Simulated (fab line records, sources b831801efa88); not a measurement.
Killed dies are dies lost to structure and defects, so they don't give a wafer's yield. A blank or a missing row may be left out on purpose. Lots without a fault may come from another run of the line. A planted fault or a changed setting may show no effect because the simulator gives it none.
fab line records | flow gf180mcu
record lots=5 wafers=15 last_day=34
route steps=602 shown LVPWELL@54 MVSD@66 MVPSD@78 VT_IMPLANT@90
lots that met no fault: from a run of the same line without faults
start_h: hours from the record's first day to the start of the lot's first wafer shown | wait_h: hours since the lot's step before | " the same as in the row above | L1.1+2: a row that stands for several wafers | - no value, or no start given | * or withheld: withheld | < > ~ a bound
route shown NAME@n: a module of which the file shows steps, and the number in the route of the first | usual: mean/standard deviation of fault-free wafers | same: alike in all rows | chamber/n: place in a boat | sites: the reading at each site | _std_site: their standard deviation | _edge_site: outer sites' mean less inner sites' | radius_mm: how far each site lies from the wafer's centre | mask NAME#n: copy n | behind: the tool/chamber that last shaped the wafer | hold: why the lot was held/for how many hours/how that ended | device: the transistor (n, p or np) that didn't switch | end of line: the same wafers' tests at the end of the route | a step without rows: its recipe alone | killed: dies lost to structure and defects at the first sort, not the wafer's yield | map: a wafer's dies, x killed, . not, _ none there
set.NAME: the setting as run; set.NAME@STEP: as run at that earlier step | model.NAME: the simulator's own value behind a step, which no gauge read
lots at some steps of the route; a table a step, a row a wafer
services: from which hour (start_h, from the record's first day; less than 0 if before it) a tool's chamber was out of use, for how many hours, and why
## steps
# step GF_LVPWELL_DEHYDRATE_00
# recipe temp_c=200 time_s=60
# columns lot.wafer tool chamber start_h wait_h
L079.1+2+3 litho_track-03 0 88.69 5.8
L087.1+3+4 litho_track-02 0 135.74 6.9
L091.1+2+6 litho_track-03 0 156.84 7.2
L094.1+5+6 litho_track-02 0 172.69 7.2
L096.1+4+6 litho_track-03 0 185.59 7.7
# step GF_LVPWELL_HMDS_01
# recipe prime_time_s=60 prime_temp_c=120
# columns lot.wafer tool chamber start_h wait_h
L079.1+2+3 litho_track-03 0 88.84 0.1
L087.1+3+4 litho_track-02 0 135.89 0.1
L091.1+2+6 litho_track-03 0 156.99 0.1
L094.1+5+6 litho_track-02 0 172.84 0.1
L096.1+4+6 litho_track-03 0 185.74 0.1
# step GF_LVPWELL_COAT_02
# recipe spin_rpm=2000 resist_thk_nm=3000
# columns lot.wafer tool chamber start_h wait_h
L079.1+2+3 litho_track-03 0 88.99 0.1
L087.1+3+4 litho_track-02 0 136.04 0.1
L091.1+2+6 litho_track-03 0 157.14 0.1
L094.1+5+6 litho_track-02 0 172.99 0.1
L096.1+4+6 litho_track-03 0 185.89 0.1
# step GF_LVPWELL_SOFTBAKE_03
# recipe temp_c=110 time_s=withheld
# columns lot.wafer tool chamber start_h wait_h
L079.1+2+3 litho_track-03 0 89.14 0.1
L087.1+3+4 litho_track-02 0 136.19 0.1
L091.1+2+6 litho_track-03 0 157.29 0.1
L094.1+5+6 litho_track-02 0 173.14 0.1
L096.1+4+6 litho_track-03 0 186.04 0.1
# step GF_LVPWELL_EXPOSE_04
# recipe mask_id=LVPWELL target_cd_nm=600 na=0.6 source_shape=conventional sigma_outer=0.6 dose_mj=260
# columns lot.wafer tool chamber start_h wait_h mask
L079.1+2+3 iline_stepper-02 0 - - LVPWELL#0
L087.1+3+4 iline_stepper-01 0 - - LVPWELL#0
L091.1+2+6 iline_stepper-01 0 - - LVPWELL#0
L094.1+5+6 iline_stepper-02 0 - - LVPWELL#0
L096.1+4+6 iline_stepper-02 0 - - LVPWELL#0
# step GF_LVPWELL_PEB_05
# recipe temp_c=115 time_s=withheld
# columns lot.wafer tool chamber start_h wait_h
L079.1+2+3 litho_track-01 0 - -
L087.1+3+4 litho_track-03 0 - -
L091.1+2+6 litho_track-01 0 - -
L094.1+5+6 litho_track-01 0 - -
L096.1+4+6 litho_track-03 0 - -
# step GF_LVPWELL_DEVELOP_06
# recipe wall_angle_deg=90 develop_time_s=60 dev_temp_c=23
# columns lot.wafer tool chamber start_h wait_h
L079.1+2+3 litho_track-01 0 - -
L087.1+3+4 litho_track-03 0 - -
L091.1+2+6 litho_track-01 0 - -
L094.1+5+6 litho_track-01 0 - -
L096.1+4+6 litho_track-03 0 - -
# step GF_LVPWELL_OVL_MEAS_07
# usual LVPWELL_OVL=-0.5/1.4
# columns lot.wafer tool chamber start_h wait_h LVPWELL_OVL[nm]
L079.1 overlay-01 - 95.95 - -3.5
L079.2 " - " " -1.0
L079.3 " - " " -2.5
L087.1 overlay-02 - 144.24 - -1.2
L087.3 " - " " 0.6
L087.4 " - " " 1.1
L091.1 overlay-01 - 165.49 - 1.3
L091.2 " - " " -0.1
L091.6 " - " " -0.2
L094.1 overlay-02 - 181.44 - -0.9
L094.5 " - " " 0.5
L094.6 " - " " 0.4
L096.1 overlay-01 - 193.79 - -1.8
L096.4 " - " " -2.0
L096.6 " - " " -2.3
# step GF_LVPWELL_IMPLANT_08
# recipe species=B energy_kev=170 dose_cm2=1.5e+13 tilt_deg=0
# usual faraday_current_uA=84.6/1.6
# columns lot.wafer tool chamber start_h wait_h faraday_current_uA
L079.1 implanter-01 0 95.98 0.0 84.4
L079.2 " 0 " " 84.0
L079.3 " 0 " " 86.5
L087.1 implanter-02 0 144.28 0.0 84.2
L087.3 " 0 " " 83.1
L087.4 " 0 " " 83.0
L091.1 implanter-04 0 165.53 0.0 82.3
L091.2 " 0 " " 86.6
L091.6 " 0 " " 85.6
L094.1 implanter-01 0 181.48 0.0 84.5
L094.5 " 0 " " 79.5
L094.6 " 0 " " 84.2
L096.1 implanter-02 0 193.83 0.0 86.1
L096.4 " 0 " " 85.1
L096.6 " 0 " " 86.0
# step GF_LVPWELL_IMPLANT_09
# recipe species=B energy_kev=60 dose_cm2=5e+12 tilt_deg=0
# usual faraday_current_uA=28.2/0.57
# columns lot.wafer tool chamber start_h wait_h faraday_current_uA
L079.1 implanter-01 0 96.13 0.1 27.5
L079.2 " 0 " " 27.6
L079.3 " 0 " " 27.7
L087.1 implanter-02 0 144.43 0.1 28.2
L087.3 " 0 " " 26.9
L087.4 " 0 " " 27.6
L091.1 implanter-04 0 165.68 0.1 27.8
L091.2 " 0 " " 28.1
L091.6 " 0 " " 28.6
L094.1 implanter-01 0 181.63 0.1 27.7
L094.5 " 0 " " 27.8
L094.6 " 0 " " 27.8
L096.1 implanter-02 0 193.98 0.1 29.0
L096.4 " 0 " " 28.2
L096.6 " 0 " " 27.7
# step GF_LVPWELL_STRIP_10
# recipe chemistry=O2/N2 power_w=1400 pressure_mtorr=1500 platen_temp_c=250 o2_flow_sccm=3000 n2_flow_sccm=300 overash_fraction=0.5
# usual drypump_motor_current_A=5.4/0.59 heater_power_w=329/33 oes_product_au=0.722/0.0041 strip_time_to_endpoint_s=36.94/0.096
# columns lot.wafer tool chamber start_h wait_h drypump_motor_current_A heater_power_w oes_product_au rf_hours_counter_h strip_time_to_endpoint_s
L079.1 plasma_asher-04 0 96.28 0.1 5.0 283 0.727 30 36.94
L079.2 " 1 " " 6.5 333 0.721 30 37.00
L079.3 " 0 " " 5.0 279 0.726 - 36.97
L087.1 plasma_asher-04 0 144.58 0.1 5.0 273 0.723 35 36.90
L087.3 " 0 " " 5.0 281 0.729 - 36.95
L087.4 " 1 " " 6.5 331 0.721 - 36.82
L091.1 plasma_asher-02 0 165.83 0.1 5.7 345 0.719 49 36.93
L091.2 " 1 " " 5.1 317 0.723 49 36.93
L091.6 " 1 " " 5.1 315 0.721 - 37.04
L094.1 plasma_asher-04 0 181.78 0.1 5.0 279 0.721 39 36.97
L094.5 " 0 " " 5.0 272 0.715 - 37.00
L094.6 " 1 " " 6.5 325 0.719 - 37.01
L096.1 plasma_asher-03 1 194.13 0.1 5.1 381 0.717 52 36.98
L096.4 " 1 " " 5.1 394 0.721 - 37.07
L096.6 " 1 " " 5.1 389 0.720 - 36.96
# step GF_LVPWELL_TW_MEAS_11
# usual LVPWELL_TW=556/4.8
# columns lot.wafer tool chamber start_h wait_h LVPWELL_TW
L079.1 film_metro-04 - 96.38 0.1 551
L079.2 " - " " 544
L079.3 " - " " 551
L087.1 film_metro-02 - 144.68 0.1 561
L087.3 " - " " 557
L087.4 " - " " 560
L091.1 film_metro-04 - 165.93 0.1 548
L091.2 " - " " 549
L091.6 " - " " 553
L094.1 film_metro-04 - 181.88 0.1 550
L094.5 " - " " 550
L094.6 " - " " 550
L096.1 film_metro-03 - 194.23 0.1 560
L096.4 " - " " 565
L096.6 " - " " 563
# step GF_MVSD_DEHYDRATE_00
# recipe temp_c=200 time_s=60
# columns lot.wafer tool chamber start_h wait_h
L079.1+2+3 litho_track-04 0 102.58 6.2
L087.1+3+4 litho_track-02 0 151.84 7.2
L091.1+2+6 litho_track-04 0 173.08 7.1
L094.1+5+6 litho_track-02 0 189.49 7.6
L096.1+4+6 litho_track-04 0 202.13 7.9
# step GF_MVSD_HMDS_01
# recipe prime_time_s=60 prime_temp_c=120
# columns lot.wafer tool chamber start_h wait_h
L079.1+2+3 litho_track-04 0 102.73 0.1
L087.1+3+4 litho_track-02 0 151.99 0.1
L091.1+2+6 litho_track-04 0 173.23 0.1
L094.1+5+6 litho_track-02 0 189.64 0.1
L096.1+4+6 litho_track-04 0 202.28 0.1
# step GF_MVSD_COAT_02
# recipe spin_rpm=2000 resist_thk_nm=3000
# columns lot.wafer tool chamber start_h wait_h
L079.1+2+3 litho_track-04 0 102.88 0.1
L087.1+3+4 litho_track-02 0 152.14 0.1
L091.1+2+6 litho_track-04 0 173.38 0.1
L094.1+5+6 litho_track-02 0 189.79 0.1
L096.1+4+6 litho_track-04 0 202.43 0.1
# step GF_MVSD_SOFTBAKE_03
# recipe temp_c=110 time_s=withheld
# columns lot.wafer tool chamber start_h wait_h
L079.1+2+3 litho_track-04 0 103.03 0.1
L087.1+3+4 litho_track-02 0 152.29 0.1
L091.1+2+6 litho_track-04 0 173.53 0.1
L094.1+5+6 litho_track-02 0 189.94 0.1
L096.1+4+6 litho_track-04 0 202.58 0.1
# step GF_MVSD_EXPOSE_04
# recipe mask_id=MVSD target_cd_nm=1000 na=0.6 source_shape=conventional sigma_outer=0.6 dose_mj=260
# columns lot.wafer tool chamber start_h wait_h mask
L079.1+2+3 iline_stepper-02 0 - - MVSD#0
L087.1+3+4 iline_stepper-01 0 - - MVSD#0
L091.1+2+6 iline_stepper-02 0 - - MVSD#0
L094.1+5+6 iline_stepper-02 0 - - MVSD#0
L096.1+4+6 iline_stepper-01 0 - - MVSD#0
# step GF_MVSD_PEB_05
# recipe temp_c=115 time_s=withheld
# columns lot.wafer tool chamber start_h wait_h
L079.1+2+3 litho_track-04 0 - -
L087.1+3+4 litho_track-02 0 - -
L091.1+2+6 litho_track-04 0 - -
L094.1+5+6 litho_track-03 0 - -
L096.1+4+6 litho_track-04 0 - -
# step GF_MVSD_DEVELOP_06
# recipe wall_angle_deg=90 develop_time_s=60 dev_temp_c=23
# columns lot.wafer tool chamber start_h wait_h
L079.1+2+3 litho_track-04 0 - -
L087.1+3+4 litho_track-02 0 - -
L091.1+2+6 litho_track-04 0 - -
L094.1+5+6 litho_track-03 0 - -
L096.1+4+6 litho_track-04 0 - -
# step GF_MVSD_OVL_MEAS_07
# usual MVSD_OVL=0.5/1.3
# columns lot.wafer tool chamber start_h wait_h MVSD_OVL[nm]
L079.1 overlay-02 - 110.38 - 0.3
L079.2 " - " " 0.8
L079.3 " - " " -2.4
L087.1 overlay-01 - 160.09 - 1.0
L087.3 " - " " 1.0
L087.4 " - " " 0.8
L091.1 overlay-02 - 181.93 - 1.5
L091.2 " - " " 0.7
L091.6 " - " " 0.4
L094.1 overlay-02 - 197.64 - -1.0
L094.5 " - " " -0.4
L094.6 " - " " 0.9
L096.1 overlay-01 - 211.53 - 2.5
L096.4 " - " " 4.6
L096.6 " - " " 0.6
# step GF_MVSD_IMPLANT_08
# recipe species=P energy_kev=400 dose_cm2=1.6e+13 tilt_deg=0
# usual faraday_current_uA=90.1/1.9
# columns lot.wafer tool chamber start_h wait_h faraday_current_uA
L079.1 implanter-04 0 110.42 0.0 90.8
L079.2 " 0 " " 88.0
L079.3 " 0 " " 90.3
L087.1 implanter-04 0 160.13 0.0 87.6
L087.3 " 0 " " 92.6
L087.4 " 0 " " 91.6
L091.1 implanter-03 0 181.97 0.0 90.9
L091.2 " 0 " " 89.1
L091.6 " 0 " " 90.2
L094.1 implanter-02 0 197.68 0.0 92.3
L094.5 " 0 " " 89.4
L094.6 " 0 " " 93.3
L096.1 implanter-04 0 211.56 0.0 91.2
L096.4 " 0 " " 91.5
L096.6 " 0 " " 89.6
# step GF_MVSD_IMPLANT_09
# recipe species=P energy_kev=100 dose_cm2=5e+12 tilt_deg=0
# usual faraday_current_uA=28.2/0.54
# columns lot.wafer tool chamber start_h wait_h faraday_current_uA
L079.1 implanter-04 0 110.57 0.1 29.2
L079.2 " 0 " " 28.2
L079.3 " 0 " " 28.4
L087.1 implanter-04 0 160.28 0.1 28.3
L087.3 " 0 " " 28.2
L087.4 " 0 " " 28.5
L091.1 implanter-03 0 182.12 0.1 28.3
L091.2 " 0 " " 29.4
L091.6 " 0 " " 28.4
L094.1 implanter-02 0 197.83 0.1 29.3
L094.5 " 0 " " 28.3
L094.6 " 0 " " 29.3
L096.1 implanter-04 0 211.71 0.1 28.3
L096.4 " 0 " " 28.5
L096.6 " 0 " " 27.3
# step GF_MVSD_STRIP_10
# recipe chemistry=O2/N2 power_w=1400 pressure_mtorr=1500 platen_temp_c=250 o2_flow_sccm=3000 n2_flow_sccm=300 overash_fraction=0.5
# usual drypump_motor_current_A=5.4/0.6 heater_power_w=344/29 oes_product_au=0.722/0.0048 strip_time_to_endpoint_s=36.96/0.089
# columns lot.wafer tool chamber start_h wait_h drypump_motor_current_A heater_power_w oes_product_au rf_hours_counter_h strip_time_to_endpoint_s
L079.1 plasma_asher-03 1 110.72 0.1 5.1 401 0.720 43 36.94
L079.2 " 0 " " 5.0 333 0.717 43 36.94
L079.3 " 1 " " 5.1 383 0.723 - 37.00
L087.1 plasma_asher-01 1 160.43 0.1 6.1 343 0.722 5 36.99
L087.3 " 1 " " 6.1 344 0.723 - 37.00
L087.4 " 0 " " 4.9 343 0.722 - 36.91
L091.1 plasma_asher-03 1 182.27 0.1 5.1 391 0.722 51 36.87
L091.2 " 0 " " 4.9 338 0.724 51 36.86
L091.6 " 1 " " 5.1 398 0.716 - 36.96
L094.1 plasma_asher-01 1 197.98 0.1 6.1 352 0.722 9 36.98
L094.5 " 0 " " 4.9 342 0.722 - 36.94
L094.6 " 1 " " 6.1 357 0.716 - 37.04
L096.1 plasma_asher-04 0 211.86 0.1 5.0 287 0.719 42 37.00
L096.4 " 0 " " 5.0 283 0.727 - 36.86
L096.6 " 0 " " 5.0 279 0.726 - 37.02
# step GF_MVSD_TW_MEAS_11
# usual MVSD_TW=1572/15
# columns lot.wafer tool chamber start_h wait_h MVSD_TW
L079.1 film_metro-03 - 110.82 0.1 1569
L079.2 " - " " 1572
L079.3 " - " " 1570
L087.1 film_metro-02 - 160.53 0.1 1575
L087.3 " - " " 1572
L087.4 " - " " 1583
L091.1 film_metro-03 - 182.37 0.1 1581
L091.2 " - " " 1582
L091.6 " - " " 1576
L094.1 film_metro-02 - 198.08 0.1 1580
L094.5 " - " " 1589
L094.6 " - " " 1580
L096.1 film_metro-02 - 211.96 0.1 1591
L096.4 " - " " 1583
L096.6 " - " " 1588
# step GF_MVPSD_DEHYDRATE_00
# recipe temp_c=200 time_s=60
# columns lot.wafer tool chamber start_h wait_h
L079.1+2+3 litho_track-01 0 117.64 6.8
L087.1+3+4 litho_track-02 0 167.99 7.5
L091.1+2+6 litho_track-01 0 189.89 7.5
L094.1+5+6 litho_track-02 0 205.89 7.8
L096.1+4+6 litho_track-02 0 220.54 8.6
# step GF_MVPSD_HMDS_01
# recipe prime_time_s=60 prime_temp_c=120
# columns lot.wafer tool chamber start_h wait_h
L079.1+2+3 litho_track-01 0 117.79 0.1
L087.1+3+4 litho_track-02 0 168.14 0.1
L091.1+2+6 litho_track-01 0 190.04 0.1
L094.1+5+6 litho_track-02 0 206.04 0.1
L096.1+4+6 litho_track-02 0 220.69 0.1
# step GF_MVPSD_COAT_02
# recipe spin_rpm=2000 resist_thk_nm=3000
# columns lot.wafer tool chamber start_h wait_h
L079.1+2+3 litho_track-01 0 117.94 0.1
L087.1+3+4 litho_track-02 0 168.29 0.1
L091.1+2+6 litho_track-01 0 190.19 0.1
L094.1+5+6 litho_track-02 0 206.19 0.1
L096.1+4+6 litho_track-02 0 220.84 0.1
# step GF_MVPSD_SOFTBAKE_03
# recipe temp_c=110 time_s=withheld
# columns lot.wafer tool chamber start_h wait_h
L079.1+2+3 litho_track-01 0 118.09 0.1
L087.1+3+4 litho_track-02 0 168.44 0.1
L091.1+2+6 litho_track-01 0 190.34 0.1
L094.1+5+6 litho_track-02 0 206.34 0.1
L096.1+4+6 litho_track-02 0 220.99 0.1
# step GF_MVPSD_EXPOSE_04
# recipe mask_id=MVPSD target_cd_nm=1000 na=0.6 source_shape=conventional sigma_outer=0.6 dose_mj=260
# columns lot.wafer tool chamber start_h wait_h mask
L079.1+2+3 iline_stepper-01 0 - - MVPSD#0
L087.1+3+4 iline_stepper-01 0 - - MVPSD#0
L091.1+2+6 iline_stepper-02 0 - - MVPSD#0
L094.1+5+6 iline_stepper-02 0 - - MVPSD#0
L096.1+4+6 iline_stepper-01 0 - - MVPSD#0
# step GF_MVPSD_PEB_05
# recipe temp_c=115 time_s=withheld
# columns lot.wafer tool chamber start_h wait_h
L079.1+2+3 litho_track-04 0 - -
L087.1+3+4 litho_track-01 0 - -
L091.1+2+6 litho_track-02 0 - -
L094.1+5+6 litho_track-02 0 - -
L096.1+4+6 litho_track-04 0 - -
# step GF_MVPSD_DEVELOP_06
# recipe wall_angle_deg=90 develop_time_s=60 dev_temp_c=23
# columns lot.wafer tool chamber start_h wait_h
L079.1+2+3 litho_track-04 0 - -
L087.1+3+4 litho_track-01 0 - -
L091.1+2+6 litho_track-02 0 - -
L094.1+5+6 litho_track-02 0 - -
L096.1+4+6 litho_track-04 0 - -
# step GF_MVPSD_OVL_MEAS_07
# usual MVPSD_OVL=-0.6/1.4
# columns lot.wafer tool chamber start_h wait_h MVPSD_OVL[nm]
L079.1 overlay-01 - 125.68 - -0.9
L079.2 " - " " -0.5
L079.3 " - " " -0.3
L087.1 overlay-02 - 176.79 - -1.5
L087.3 " - " " -2.8
L087.4 " - " " 0.1
L091.1 overlay-02 - 198.99 - -0.7
L091.2 " - " " -0.1
L091.6 " - " " -2.4
L094.1 overlay-02 - 215.64 - -1.4
L094.5 " - " " 1.5
L094.6 " - " " -0.8
L096.1 overlay-02 - 229.48 - 0.3
L096.4 " - " " 0.7
L096.6 " - " " 0.6
# step GF_MVPSD_IMPLANT_08
# recipe species=B energy_kev=170 dose_cm2=1.5e+13 tilt_deg=0
# usual faraday_current_uA=84.6/1.7
# columns lot.wafer tool chamber start_h wait_h faraday_current_uA
L079.1 implanter-03 0 125.72 0.0 86.3
L079.2 " 0 " " 86.7
L079.3 " 0 " " 85.4
L087.1 implanter-04 0 176.83 0.0 87.0
L087.3 " 0 " " 84.1
L087.4 " 0 " " 85.4
L091.1 implanter-03 0 199.03 0.0 84.7
L091.2 " 0 " " 84.0
L091.6 " 0 " " 84.3
L094.1 implanter-04 0 215.68 0.0 84.5
L094.5 " 0 " " 84.3
L094.6 " 0 " " 86.4
L096.1 implanter-03 0 229.51 0.0 82.5
L096.4 " 0 " " 85.8
L096.6 " 0 " " 85.6
# step GF_MVPSD_IMPLANT_09
# recipe species=B energy_kev=40 dose_cm2=5e+12 tilt_deg=0
# usual faraday_current_uA=28.2/0.59
# columns lot.wafer tool chamber start_h wait_h faraday_current_uA
L079.1 implanter-03 0 125.87 0.1 27.5
L079.2 " 0 " " 27.0
L079.3 " 0 " " 27.5
L087.1 implanter-04 0 176.98 0.1 27.0
L087.3 " 0 " " 28.9
L087.4 " 0 " " 28.8
L091.1 implanter-03 0 199.18 0.1 28.7
L091.2 " 0 " " 28.2
L091.6 " 0 " " 29.2
L094.1 implanter-04 0 215.83 0.1 27.7
L094.5 " 0 " " 28.6
L094.6 " 0 " " 28.2
L096.1 implanter-03 0 229.66 0.1 28.7
L096.4 " 0 " " 28.4
L096.6 " 0 " " 29.3
# step GF_MVPSD_STRIP_10
# recipe chemistry=O2/N2 power_w=1400 pressure_mtorr=1500 platen_temp_c=250 o2_flow_sccm=3000 n2_flow_sccm=300 overash_fraction=0.5
# usual drypump_motor_current_A=5.3/0.41 heater_power_w=342/22 oes_product_au=0.722/0.0048 strip_time_to_endpoint_s=36.97/0.12
# columns lot.wafer tool chamber start_h wait_h drypump_motor_current_A heater_power_w oes_product_au rf_hours_counter_h strip_time_to_endpoint_s
L079.1 plasma_asher-02 1 126.02 0.1 5.1 315 0.714 46 36.99
L079.2 " 0 " " 5.7 335 0.725 46 36.91
L079.3 " 1 " " 5.1 322 0.724 - 36.87
L087.1 plasma_asher-02 0 177.13 0.1 5.6 334 0.717 50 36.80
L087.3 " 0 " " 5.6 338 0.719 - 36.81
L087.4 " 1 " " 5.1 309 0.721 - 36.80
L091.1 plasma_asher-02 1 199.33 0.1 5.1 308 0.722 53 37.02
L091.2 " 0 " " 5.7 340 0.722 53 37.06
L091.6 " 0 " " 5.6 329 0.718 - 37.00
L094.1 plasma_asher-02 1 215.98 0.1 5.1 319 0.715 54 37.01
L094.5 " 0 " " 5.6 345 0.725 - 37.09
L094.6 " 1 " " 5.1 311 0.722 - 37.01
L096.1 plasma_asher-01 1 229.81 0.1 6.1 358 0.714 13 37.02
L096.4 " 0 " " 4.9 337 0.722 - 36.96
L096.6 " 0 " " 4.9 334 0.724 - 37.04
# step GF_MVPSD_TW_MEAS_11
# usual MVPSD_TW=551/4.9
# columns lot.wafer tool chamber start_h wait_h MVPSD_TW
L079.1 film_metro-03 - 126.12 0.1 554
L079.2 " - " " 555
L079.3 " - " " 558
L087.1 film_metro-04 - 177.23 0.1 545
L087.3 " - " " 545
L087.4 " - " " 545
L091.1 film_metro-04 - 199.43 0.1 544
L091.2 " - " " 545
L091.6 " - " " 545
L094.1 film_metro-03 - 216.08 0.1 556
L094.5 " - " " 553
L094.6 " - " " 554
L096.1 film_metro-04 - 229.91 0.1 547
L096.4 " - " " 545
L096.6 " - " " 548
# step GF_VT_IMPLANT_DEHYDRATE_00
# recipe temp_c=200 time_s=60
# columns lot.wafer tool chamber start_h wait_h
L079.1+2+3 litho_track-04 0 133.23 7.1
L087.1+3+4 litho_track-03 0 184.99 7.8
L091.1+2+6 litho_track-04 0 207.03 7.6
L094.1+5+6 litho_track-01 0 224.09 8.0
L096.1+4+6 litho_track-01 0 237.99 8.1
# step GF_VT_IMPLANT_HMDS_01
# recipe prime_time_s=60 prime_temp_c=120
# columns lot.wafer tool chamber start_h wait_h
L079.1+2+3 litho_track-04 0 133.38 0.1
L087.1+3+4 litho_track-03 0 185.14 0.1
L091.1+2+6 litho_track-04 0 207.18 0.1
L094.1+5+6 litho_track-01 0 224.24 0.1
L096.1+4+6 litho_track-01 0 238.14 0.1
# step GF_VT_IMPLANT_COAT_02
# recipe resist=NOVOLAK spin_rpm=3000 resist_thk_nm=1000
# columns lot.wafer tool chamber start_h wait_h
L079.1+2+3 litho_track-04 0 133.53 0.1
L087.1+3+4 litho_track-03 0 185.29 0.1
L091.1+2+6 litho_track-04 0 207.33 0.1
L094.1+5+6 litho_track-01 0 224.39 0.1
L096.1+4+6 litho_track-01 0 238.29 0.1
# step GF_VT_IMPLANT_SOFTBAKE_03
# recipe temp_c=90 time_s=60 resist=NOVOLAK
# columns lot.wafer tool chamber start_h wait_h
L079.1+2+3 litho_track-04 0 133.68 0.1
L087.1+3+4 litho_track-03 0 185.44 0.1
L091.1+2+6 litho_track-04 0 207.48 0.1
L094.1+5+6 litho_track-01 0 224.54 0.1
L096.1+4+6 litho_track-01 0 238.44 0.1
# step GF_VT_IMPLANT_EXPOSE_04
# recipe mask_id=LVPWELL_LV_AREA target_cd_nm=600 na=0.6 source_shape=conventional sigma_outer=0.6 dose_mj=140
# columns lot.wafer tool chamber start_h wait_h mask
L079.1+2+3 iline_stepper-02 0 - - LVPWELL_LV_AREA#0
L087.1+3+4 iline_stepper-01 0 - - LVPWELL_LV_AREA#0
L091.1+2+6 iline_stepper-01 0 - - LVPWELL_LV_AREA#0
L094.1+5+6 iline_stepper-01 0 - - LVPWELL_LV_AREA#0
L096.1+4+6 iline_stepper-02 0 - - LVPWELL_LV_AREA#0
# step GF_VT_IMPLANT_PEB_05
# recipe temp_c=withheld time_s=* resist=NOVOLAK
# columns lot.wafer tool chamber start_h wait_h
L079.1+2+3 litho_track-01 0 - -
L087.1+3+4 litho_track-04 0 - -
L091.1+2+6 litho_track-03 0 - -
L094.1+5+6 litho_track-01 0 - -
L096.1+4+6 litho_track-03 0 - -
# step GF_VT_IMPLANT_DEVELOP_06
# recipe develop_time_s=60 dev_temp_c=23
# columns lot.wafer tool chamber start_h wait_h
L079.1+2+3 litho_track-01 0 141.04 0.1
L087.1+3+4 litho_track-04 0 193.08 0.1
L091.1+2+6 litho_track-03 0 216.09 0.1
L094.1+5+6 litho_track-01 0 233.19 0.1
L096.1+4+6 litho_track-03 0 246.99 0.1
# step GF_VT_IMPLANT_OVL_MEAS_07
# usual VT_IMPLANT_OVL=-0.3/1.3
# columns lot.wafer tool chamber start_h wait_h VT_IMPLANT_OVL[nm]
L079.1 overlay-01 - 141.19 0.1 0.1
L079.2 " - " " -0.7
L079.3 " - " " -0.8
L087.1 overlay-02 - 193.23 0.1 0.5
L087.3 " - " " 1.2
L087.4 " - " " 0.6
L091.1 overlay-02 - 216.24 0.1 -0.4
L091.2 " - " " -2.1
L091.6 " - " " -1.5
L094.1 overlay-01 - 233.34 0.1 0.7
L094.5 " - " " 1.8
L094.6 " - " " 1.1
L096.1 overlay-01 - 247.14 0.1 0.4
L096.4 " - " " 0.5
L096.6 " - " " 0.8
# step GF_VT_IMPLANT_IMPLANT_08
# recipe species=BF2 energy_kev=20 dose_cm2=8.29e+12 tilt_deg=7
# usual faraday_current_uA=46.8/0.8
# columns lot.wafer tool chamber start_h wait_h faraday_current_uA
L079.1 implanter-03 0 141.23 0.0 47.3
L079.2 " 0 " " 47.1
L079.3 " 0 " " 45.7
L087.1 implanter-01 0 193.27 0.0 47.6
L087.3 " 0 " " 46.8
L087.4 " 0 " " 46.6
L091.1 implanter-03 0 216.28 0.0 47.3
L091.2 " 0 " " 46.2
L091.6 " 0 " " 47.5
L094.1 implanter-03 0 233.38 0.0 45.7
L094.5 " 0 " " 46.5
L094.6 " 0 " " 45.6
L096.1 implanter-01 0 247.18 0.0 45.3
L096.4 " 0 " " 47.4
L096.6 " 0 " " 45.6
# step GF_VT_IMPLANT_STRIP_09
# recipe chemistry=O2/N2 power_w=1400 pressure_mtorr=1500 platen_temp_c=250 o2_flow_sccm=3000 n2_flow_sccm=300 overash_fraction=0.5
# usual drypump_motor_current_A=5.5/0.57 heater_power_w=323/23 oes_product_au=0.716/0.0046 strip_time_to_endpoint_s=12.64/0.035
# columns lot.wafer tool chamber start_h wait_h drypump_motor_current_A heater_power_w oes_product_au rf_hours_counter_h strip_time_to_endpoint_s
L079.1 plasma_asher-02 0 141.38 0.1 5.6 342 0.713 48 12.62
L079.2 " 1 " " 5.1 311 0.726 48 12.64
L079.3 " 0 " " 5.6 337 0.715 - 12.63
L087.1 plasma_asher-02 1 193.42 0.1 5.1 310 0.718 52 12.69
L087.3 " 0 " " 5.6 336 0.715 - 12.65
L087.4 " 1 " " 5.1 314 0.718 - 12.70
L091.1 plasma_asher-04 0 216.43 0.1 5.0 276 0.722 42 12.64
L091.2 " 1 " " 6.5 342 0.721 42 12.65
L091.6 " 0 " " 5.0 274 0.711 - 12.59
L094.1 plasma_asher-02 1 233.53 0.1 5.1 313 0.717 56 12.60
L094.5 " 0 " " 5.6 338 0.716 - 12.60
L094.6 " 1 " " 5.1 313 0.714 - 12.62
L096.1 plasma_asher-02 0 247.33 0.1 5.6 341 0.723 58 12.62
L096.4 " 1 " " 5.1 318 0.715 - 12.63
L096.6 " 0 " " 5.6 343 0.714 - 12.60
# step GF_VT_IMPLANT_TW_MEAS_10
# usual VT_IMPLANT_TW=560/5.2
# columns lot.wafer tool chamber start_h wait_h VT_IMPLANT_TW
L079.1 film_metro-04 - 141.48 0.1 555
L079.2 " - " " 555
L079.3 " - " " 557
L087.1 film_metro-01 - 193.52 0.1 562
L087.3 " - " " 564
L087.4 " - " " 562
L091.1 film_metro-03 - 216.53 0.1 568
L091.2 " - " " 567
L091.6 " - " " 568
L094.1 film_metro-03 - 233.63 0.1 565
L094.5 " - " " 569
L094.6 " - " " 566
L096.1 film_metro-04 - 247.43 0.1 558
L096.4 " - " " 556
L096.6 " - " " 557
# step GF_VT_IMPLANT_DEHYDRATE_11
# recipe temp_c=200 time_s=60
# columns lot.wafer tool chamber start_h wait_h
L079.1+2+3 litho_track-01 0 148.94 7.5
L087.1+3+4 litho_track-04 0 201.53 8.0
L091.1+2+6 litho_track-03 0 224.79 8.3
L094.1+5+6 litho_track-04 0 241.63 8.0
L096.1+4+6 litho_track-01 0 255.99 8.6
## services
# columns tool chamber start_h hours kind
iline_stepper-01 - 71.46 7.6 repair
iline_stepper-02 - 90.29 1.7 pm
implanter-02 - 108.37 6.9 pm
plasma_asher-01 - 108.75 9.0 pm
plasma_asher-01 0 108.75 9.0 vent_cycle
plasma_asher-01 1 108.75 9.0 vent_cycle
plasma_asher-01 0 117.75 - clean
plasma_asher-02 - 130.61 0.7 repair
implanter-03 - 131.60 0.9 repair
iline_stepper-02 0 132.62 - calibration
implanter-01 - 139.52 1.7 repair
implanter-03 - 152.07 3.8 pm
plasma_asher-02 - 152.37 9.0 repair
plasma_asher-02 - 161.41 4.3 pm
iline_stepper-01 - 170.70 13.7 repair
implanter-02 - 175.38 2.0 repair
plasma_asher-04 - 191.49 2.8 pm
implanter-01 - 199.37 5.7 repair
implanter-01 - 216.34 0.6 repair
implanter-02 - 228.90 0.8 repair
implanter-04 - 235.50 1.2 repair
iline_stepper-01 - 235.95 1.7 pm
iline_stepper-01 0 246.82 - calibration
plasma_asher-01 - 255.73 6.8 repair
## key
fault none
